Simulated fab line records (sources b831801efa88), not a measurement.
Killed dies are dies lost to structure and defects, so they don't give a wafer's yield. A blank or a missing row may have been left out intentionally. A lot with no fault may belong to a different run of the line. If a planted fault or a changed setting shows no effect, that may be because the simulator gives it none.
Problem report, 8D (eight disciplines) form, completed by code    flow gf180mcu    the parts of the form that need people (team, actions taken, sign-off) are left out

== 1. THE ISSUE ==
On 2 wafers of 1 lot, cd nm at GF_HV_LDD_CD_MEAS_07 has a mean of 423.2 nm; fault-free wafers read 400.1 nm, standard deviation 2. Measured from the usual mean, that is +12 standard deviations.
The step: target cd 400 nm.
First observed at day 15 22:47: wafer L700.3, on cd sem-01. Wafers with a number at this step in the record: 38, from 13 lots. Rule for "out", or "out of limits": more than 4 standard deviations from the usual mean. The rest of the wafers with a number are treated as sound.

== 2. WHAT THIS IS AND IS NOT ==
question                     is                      is not
which readings at this step  cd nm                   -
which lots                   L700                    L680, L682, L683, L685, L686, L687, L688, L689, L691, L692, L693, L703
which wafers of those lots   all that have a number  -
read on which gauges         cd sem-01               cd sem-02
when                         from day 15 22:47       up to then (33 sound wafers); but 3 sound wafers of L703 came after

== 3. WHAT RULES OUT EACH SUSPECT ==
Counting: a tool at any process step up to the reading remains a suspect when it ran all the lots that are out and ran no sound lot after the first of those.
- the gauge at GF_HV_LDD_CD_MEAS_07: ruled out. All the wafers that are out were read on cd sem-01, but those of them that GF_HV_LDD_STRIP_10 has rows for are out there too, on other tools.
- litho track-03 at GF_HV_LDD_COAT_02 (resist thk 1000 nm): kept. It ran the lot that is out, L700 (day 15 11:29), and no sound lot after that; its last sound lot up to then is L692 (day 13 04:41).
The count leaves litho track-03 at GF_HV_LDD_COAT_02.

== 4. THE CAUSE (what the simulator had put in) ==
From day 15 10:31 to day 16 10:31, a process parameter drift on litho track-03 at GF_HV_LDD_COAT_02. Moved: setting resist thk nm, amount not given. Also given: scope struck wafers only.
Only this tool survived the counting.

== 5. SEQUENCE OF EFFECTS, ordered by route ==
One row per reading whose mean, taken over the struck wafers that have a number, lies over 3 standard deviations from the usual. Readings are gone through only where the record gives a usual standard deviation; hours: the median, over the lots, of the time from a lot's start at the first step in this table giving one to that lot's start at this step; sigmas: the change measured in usual standard deviations.
hours  step                  reading                   usual       on struck wafers  change  sigmas
0      GF_HV_LDD_CD_MEAS_07  cd nm                     400.1 nm    423.2             +23.1   +12
0      GF_HV_LDD_STRIP_10    oes product au            0.715 a.u.  0.639             -0.076  -16
0      GF_HV_LDD_STRIP_10    strip time to endpoint s  12.62 s     9.86              -2.76   -73
Its process steps:
- GF_HV_LDD_STRIP_10: strips in O2/N2.
Later measuring or inspecting steps at which every struck wafer that the step has a row for has a number for every such reading, and none has moved that far: GF_PASSIVATION_THK_MEAS_03.

== 6. HOW IT WOULD HAVE BEEN CAUGHT EARLIER ==
The first out-of-limits reading at a measuring or inspecting step in this record came at day 15 22:47, 12 hours after the fault's start at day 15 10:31.
An alarm limit of 4 standard deviations would not have fired on the tool readings at GF_HV_LDD_COAT_02 for which the record gives a usual standard deviation, since none of them was out on any struck wafer.
Each of the lots that are out, 1 in all, had begun GF_HV_LDD_COAT_02 on litho track-03 no later than day 15 22:47. Had the tool been put on hold then, not one of them would have been saved.
